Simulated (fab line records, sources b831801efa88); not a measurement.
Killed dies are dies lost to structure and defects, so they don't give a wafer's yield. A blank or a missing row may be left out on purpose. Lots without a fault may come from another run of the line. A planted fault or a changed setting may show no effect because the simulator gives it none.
Chamber matching | flow sky130 | SKY_VIA1_ETCH_15 on rie_diel-01: 4 sister chambers
The step etches SiO2 in C4F8/O2/Ar, stops on TiN, target depth 351 nm, time 54 s. 16 wafers are shown with their chamber, then 8 later ones without.

WAFERS WITH THEIR CHAMBER
wafer  | chamber | run_length_s (s) | rf_fwd_power_W (W) | oes_product_au (a.u.)
L408.1 | 3       | 82.6             | 1488               | 0.987
L408.3 | 2       | 82.1             | 1486               | 0.971
L408.6 | 3       | 82.2             | 1486               | 0.983
L409.3 | 2       | 82.0             | 1482               | 0.976
L409.4 | 0       | 82.4             | 1482               | 0.984
L409.5 | 3       | 82.1             | 1483               | 0.986
L410.1 | 1       | 81.7             | 1479               | 0.985
L410.3 | 3       | 82.7             | 1484               | 0.984
L410.6 | 2       | 82.1             | 1488               | 0.976
L412.4 | 3       | 82.5             | 1486               | 0.986
L412.5 | 1       | 81.6             | 1496               | 0.977
L412.6 | 0       | 82.1             | 1477               | 0.980
L413.3 | 3       | 82.3             | 1487               | 0.983
L413.4 | 2       | 82.5             | 1485               | 0.986
L413.6 | 1       | 81.6             | 1492               | 0.988
L414.3 | 1       | 81.8             | 1493               | 0.989

SIGNATURES (means of the wafers above)
reading        | chamber 0 | chamber 1 | chamber 2 | chamber 3 | scatter within a chamber
run_length_s   | 82.250    | 81.675    | 82.175    | 82.400    | 0.204
rf_fwd_power_W | 1479.50   | 1490.00   | 1485.25   | 1485.67   | 4.27
oes_product_au | 0.98200   | 0.98475   | 0.97725   | 0.98483   | 0.00438
Rule: a wafer's distance from a chamber is the root of the sum, over the readings, of the square of ((its reading less the chamber's mean) divided by the reading's scatter). The wafer belongs to the nearest chamber; if the next one is less than 2 further off, it can't be placed. The scatter: the root of (the sum of the squares of (reading less its chamber's mean) over the shown wafers, divided by (wafers less chambers)).

WAFERS WITHOUT THEIR CHAMBER
wafer  | run_length_s (s) | rf_fwd_power_W (W) | oes_product_au (a.u.)
L414.5 | 82.1             | 1495               | 0.982
L414.6 | 82.1             | 1500               | 0.978
L415.3 | 81.5             | 1492               | 0.974
L415.5 | 82.4             | 1486               | 0.973
L415.6 | 81.8             | 1481               | 0.979
L416.1 | 82.6             | 1484               | 0.980
L416.2 | 82.2             | 1479               | 0.981
L416.3 | 82.2             | 1486               | 0.985

WHICH CHAMBER EACH WENT THROUGH
wafer  | from the rows above               | in truth
L414.5 | can't be placed: 1 or 2 or 3 or 0 | 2
L414.6 | can't be placed: 2 or 1 or 3 or 0 | 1
L415.3 | can't be placed: 1 or 2           | 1
L415.5 | can't be placed: 2 or 0 or 3      | 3
L415.6 | can't be placed: 2 or 0 or 1 or 3 | 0
L416.1 | can't be placed: 3 or 0 or 2      | 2
L416.2 | can't be placed: 0 or 2 or 3      | 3
L416.3 | can't be placed: 3 or 0 or 2 or 1 | 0
Placed correctly: 0 of 8. Can't be placed from these rows: 8 (the true chamber is among the candidates in 8). Placed wrongly: 0.
